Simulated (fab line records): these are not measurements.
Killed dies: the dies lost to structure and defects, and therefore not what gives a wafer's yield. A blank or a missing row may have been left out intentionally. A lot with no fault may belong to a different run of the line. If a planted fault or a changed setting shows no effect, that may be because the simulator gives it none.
Comparing a struck lot with a sound one -- flow gf180mcu -- 16 steps out of a route of 602
Sound: the wafers L868.2, L868.3, L868.4. The struck wafers were L864.1, L864.3, L864.5. Last of all comes the cause.
At each step with rows: each side's tool, then ch and its chambers, then its first start. Under that, the readings that differ: sound wafers -- struck wafers -- difference of the means -- sigmas: that difference in standard deviations of wafers without a fault.
alike: readings whose means differ by less than 2 such deviations, and words and numbers that are the same on both sides. not compared: withheld readings, readings that some wafer has no value for, bounds like >300 that may hide the same value, and numbers for which the record gives no deviation and whose values overlap.
Wherever a step has rows on one side only, a row that says differs or no value, or a row with sigmas, the two part there. Numbers that have no deviation but don't overlap get no sigmas and don't part them. A reading missing from all wafers of one side parts the sides only when that side holds two or more wafers.

GF_MIM_STRIP_20: strips in O2/N2.
  sound on plasma_asher-01 ch 0,1, day 30 15:44; struck on plasma_asher-02 ch 0,1, day 29 17:33
  alike: chamber_pressure_mTorr, drypump_motor_current_A, heater_power_w, oes_product_au, strip_time_to_endpoint_s
  not compared: rf_hours_counter_h
then, 9 steps without rows for these wafers: GF_MIM_STRIP_21 (strips in post etch residue remover, time 1200 s); GF_MIM_CLEAN_22 (cleans in DIW); GF_M5_DEHYDRATE_00 (time 60 s); GF_M5_HMDS_01 (prime time 60 s); GF_M5_COAT_02 (resist thk 1000 nm); GF_M5_SOFTBAKE_03 (time 60 s); GF_M5_EXPOSE_04 (exposes mask Metal5, target cd 280 nm); GF_M5_PEB_05 (peb time 90 s); GF_M5_DEVELOP_06 (develop time 60 s).
GF_M5_CD_MEAS_07: target cd 280 nm.
  struck on cd_sem-01, day 30 11:46; sound on cd_sem-01, day 31 09:59
  alike: cd_nm
GF_M5_OVL_MEAS_08:
  struck on overlay-01, day 30 11:53; sound on overlay-02, day 31 10:05
  alike: M5_OVL
GF_M5_ETCH_09: etches Si3N4 in CF4/O2, target depth 52 nm, time 11.6 s.
  sound on rie_diel-04 ch 0,1,2, day 31 10:07; struck on rie_diel-03 ch 0,1, day 30 11:55
  no value came back on the struck wafers for any of 8 readings (O2_flow_sccm (sccm), bias_w (W) and others); on the sound wafers O2_flow_sccm (sccm) reads 10.044 9.999 10.038
reading,sound,struck,difference,sigmas
model.KrF_of_M5_COAT_02.thk_nm (nm),955.6 956.4 956.1,988.1 986.7 986.7,+31.1,
GF_M5_METAL_ETCH_10: etches the open film in Cl2/BCl3, stops on SiO2, target depth 627.5 nm, time 104.6 s.
  sound on rie_metal-01 ch 0,1, day 31 10:08; struck on rie_metal-01 ch 0, day 30 11:56
reading,sound,struck,difference,sigmas
oes_product_au (a.u.),0.959 0.963 0.960,0.977 0.973 0.975,+0.014,+2
model.KrF_of_M5_COAT_02.thk_nm (nm),703.6 701.7 705.9,734.5 735.8 736.8,+32.0,
  alike: bcl3_flow_sccm, bias_w, chamber_pressure_mTorr, drypump_motor_current_A, rf_fwd_power_W, throttle_valve_pct
  not compared: rf_hours_counter_h
GF_M5_STRIP_11: strips in O2/N2.
  sound on plasma_asher-02 ch 0,1, day 31 10:15; struck on plasma_asher-04 ch 0,1, day 30 12:03
reading,sound,struck,difference,sigmas
oes_product_au (a.u.),0.543 0.543 0.548,0.563 0.557 0.554,+0.013,+3
strip_time_to_endpoint_s (s),7.56 7.55 7.58,7.88 7.87 7.89,+0.32,+8
  alike: chamber_pressure_mTorr, drypump_motor_current_A, heater_power_w
  not compared: rf_hours_counter_h
then, 1 step without rows for these wafers: GF_M5_STRIP_12 (strips in post etch residue remover, time 1200 s).

WHERE THEY PART
Last at GF_M5_STRIP_11 as far as this record goes, first at GF_M5_ETCH_09.

WHY: what the simulator had put in
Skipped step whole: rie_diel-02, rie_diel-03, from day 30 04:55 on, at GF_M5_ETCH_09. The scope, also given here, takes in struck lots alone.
